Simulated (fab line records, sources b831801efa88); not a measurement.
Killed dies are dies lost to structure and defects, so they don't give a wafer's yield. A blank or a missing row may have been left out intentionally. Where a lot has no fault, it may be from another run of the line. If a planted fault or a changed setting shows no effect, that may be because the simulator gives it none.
8D (eight disciplines) problem report, filled in by code / flow sky130 / the parts of the form that need people (team, actions taken, sign-off) are left out

== 1. WHAT IS WRONG ==
Wafers without a fault read 100.01 C, standard deviation 0.13; plate-temp-C at SKY_VIA2_SOFTBAKE_08 reads a mean of 95.16 C on 6 wafers belonging to 2 lots. Measured from the usual mean, that is -37 standard deviations.
The step: time 90 s.
First observed at day 40 05:00: wafer L398.2, on litho-track-03. At this step, 18 wafers from 6 lots have a number in the record. The rule behind "out" and "out of limits": a value lying over 4 standard deviations away from the usual mean. Any other wafer with a number is counted as sound.

== 2. WHAT IT IS AND WHAT IT IS NOT ==
question=which readings at this step; is=plate-temp-C, heater-power-total-W; is not=-
question=which lots; is=L398, L402; is not=L385, L386, L394, L399
question=which wafers of those lots; is=all that have a number; is not=-
question=read on which tools; is=litho-track-03; is not=litho-track-02, litho-track-04
question=when; is=from day 40 05:00; is not=up to then (12 sound wafers)

== 3. SUSPECTS, AND WHAT RULES EACH OUT ==
Counting: a tool at any process step up to the reading remains a suspect when it ran all the lots that are out and ran no sound lot after the first of those.
- cmp-01 at SKY_VIA2_CMP_02 (polishes SiO2): kept. It processed each lot that is out, first L398 at day 39 17:19, and no sound lot thereafter; up to then, the last sound lot it processed was L399 at day 39 14:47.
- litho-track-03 at SKY_VIA2_SOFTBAKE_08 (time 90 s): kept. It processed each lot that is out, first L398 at day 40 05:00, and no sound lot thereafter; up to then, the last sound lot it processed was L394 at day 38 22:00. Out on those wafers are its own readings of heater-power-total-W, plate-temp-C.
Left after counting: cmp-01 at SKY_VIA2_CMP_02, litho-track-03 at SKY_VIA2_SOFTBAKE_08.

== 4. THE CAUSE (what the simulator had put in) ==
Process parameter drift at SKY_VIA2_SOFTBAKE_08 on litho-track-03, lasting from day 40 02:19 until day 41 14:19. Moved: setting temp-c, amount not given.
Counting left 2 suspects, and this tool is among them.

== 5. SEQUENCE OF EFFECTS, ordered by route ==
Rows list readings where the struck wafers' mean (over those with a number) sits beyond 3 standard deviations from the usual. Only readings whose record carries a usual standard deviation are examined. hours: median over the lots of the time between each lot's start at the first step of this table that gives one and its start at this step. sigmas: the change, counted in usual standard deviations.
hours=0; step=SKY_VIA2_SOFTBAKE_08; reading=heater-power-total-W; usual=57.36 W; on struck wafers=53.49; change=-3.87; sigmas=-32
hours=0; step=SKY_VIA2_SOFTBAKE_08; reading=plate-temp-C; usual=100.01 C; on struck wafers=95.16; change=-4.86; sigmas=-37
Process steps it contains:
- SKY_VIA2_SOFTBAKE_08: time 90 s.
At these later measuring or inspecting steps, every struck wafer for which the step has a row has a number for every such reading, and none has moved that far: SKY_VIA2_CD_MEAS_12, SKY_VIA2_OVL_MEAS_13.

== 6. WHAT WOULD HAVE CAUGHT IT SOONER ==
In this record the first reading out of limits was taken at day 40 05:00, 3 hours after the fault began at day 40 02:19.
